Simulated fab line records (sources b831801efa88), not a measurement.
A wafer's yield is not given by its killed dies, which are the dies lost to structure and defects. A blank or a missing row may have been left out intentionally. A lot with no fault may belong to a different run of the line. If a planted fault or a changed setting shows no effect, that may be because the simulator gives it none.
Problem report, 8D (eight disciplines) form, completed by code || flow gf180mcu || the parts of the form that need people (team, actions taken, sign-off) are left out

1. THE PROBLEM
Wafers free of any fault read 207.8 nm (standard deviation 2.1) for STI_CVD_03_THK at GF_STI_THK_MEAS_04, against a mean of 239.5 nm on 6 wafers of 2 lots. Relative to the usual mean, that is a shift of +15 standard deviations.
Seen first at day 4 22:22 on film_metro-01, wafer L289.3. The record holds 33 wafers of 11 lots with a number at this step. The rule behind "out" and "out of limits": a value lying over 4 standard deviations away from the usual mean. The rest of the wafers with a number are treated as sound.

2. WHAT IT IS; WHAT IT IS NOT
{"question": "which readings at this step", "is": "STI_CVD_03_THK", "is not": "-"}
{"question": "which lots", "is": "L289, L291", "is not": "L273, L275, L278, L280, L281, L282, L294, L295, L296"}
{"question": "which wafers of those lots", "is": "all that have a number", "is not": "-"}
{"question": "read on which gauges", "is": "film_metro-01, film_metro-03", "is not": "film_metro-02"}
{"question": "when", "is": "from day 4 22:22", "is not": "up to then (18 sound wafers); but 9 sound wafers of L294, L295, L296 came after"}

3. THE SUSPECTS, EACH WITH WHAT RULES IT OUT
Counting: a tool stays on the suspect list if, at a process step up to the reading, it processed all lots that are out and no sound lot following the first of them.
- the gauge at GF_STI_THK_MEAS_04 has been ruled out. 2 gauges (film_metro-01, film_metro-03) read the wafers that are out.
- lpcvd-01 at GF_STI_CVD_03 (deposits Si3N4 from DCS/NH3, target thk 207.16 nm, time 3551 s): kept. It processed each lot that is out, first L289 at day 4 20:21, and no sound lot thereafter; up to then, the last sound lot it processed was L282 at day 3 08:34. Its own spike_tc_centre_C, spike_tc_lower_C, spike_tc_upper_C, susceptor_temp_C readings are out on those wafers.
Remaining after the count: lpcvd-01 at GF_STI_CVD_03.

4. THE CAUSE (what the simulator had put in)
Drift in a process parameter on lpcvd-01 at GF_STI_CVD_03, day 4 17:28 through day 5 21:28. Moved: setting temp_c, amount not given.
Counting left only this tool.

5. THE EFFECT CHAIN, in route order
One row per reading whose mean, taken over the struck wafers that have a number, lies over 3 standard deviations from the usual. Only readings whose record carries a usual standard deviation are examined. hours: median over the lots of the time between each lot's start at the first step of this table that gives one and its start at this step. sigmas: the change, counted in usual standard deviations.
{"hours": 0, "step": "GF_STI_CVD_03", "reading": "spike_tc_bottom_C", "usual": "790.3 C", "on struck wafers": 797.9, "change": "+7.6", "sigmas": "+5.4"}
{"hours": 0, "step": "GF_STI_CVD_03", "reading": "spike_tc_centre_C", "usual": "771.5 C", "on struck wafers": 779.1, "change": "+7.6", "sigmas": "+6.3"}
{"hours": 0, "step": "GF_STI_CVD_03", "reading": "spike_tc_lower_C", "usual": "770.6 C", "on struck wafers": 778.8, "change": "+8.2", "sigmas": "+5.9"}
{"hours": 0, "step": "GF_STI_CVD_03", "reading": "spike_tc_upper_C", "usual": "770.3 C", "on struck wafers": 777.9, "change": "+7.6", "sigmas": "+6.4"}
{"hours": 0, "step": "GF_STI_CVD_03", "reading": "susceptor_temp_C", "usual": "769.98 C", "on struck wafers": 777.63, "change": "+7.65", "sigmas": "+26"}
{"hours": 3, "step": "GF_STI_THK_MEAS_04", "reading": "STI_CVD_03_THK", "usual": "207.8 nm", "on struck wafers": 239.5, "change": "+31.7", "sigmas": "+15"}
{"hours": 16, "step": "GF_STI_ETCH_13", "reading": "oes_product_au", "usual": "0.834 a.u.", "on struck wafers": 0.905, "change": "+0.071", "sigmas": "+11"}
Here are the process steps it includes:
- GF_STI_CVD_03: deposits Si3N4 from DCS/NH3, target thk 207.16 nm, time 3551 s.
- GF_STI_ETCH_13: etches the open film in CHF3/O2, stops on Si, target depth 282.31 nm, time 112.9 s.
Later steps that measure or inspect, where all struck wafers having a row at the step show a number for every such reading and not one has moved that far: GF_V1_CD_MEAS_14.

6. WHAT WOULD HAVE CAUGHT IT SOONER
5 hours passed between the start of the fault at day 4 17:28 and the first reading out of limits at a measuring or inspecting step in this record, taken at day 4 22:22.
The tool's own readings at GF_STI_CVD_03 were out on every struck wafer that the step has a row for (spike_tc_centre_C, spike_tc_lower_C, spike_tc_upper_C, susceptor_temp_C): an alarm limit on them would have fired on the first of those.
L291, from the lots that are out (2), started GF_STI_CVD_03 on lpcvd-01 later than day 4 22:22. A tool hold placed at that time would have kept it from harm.
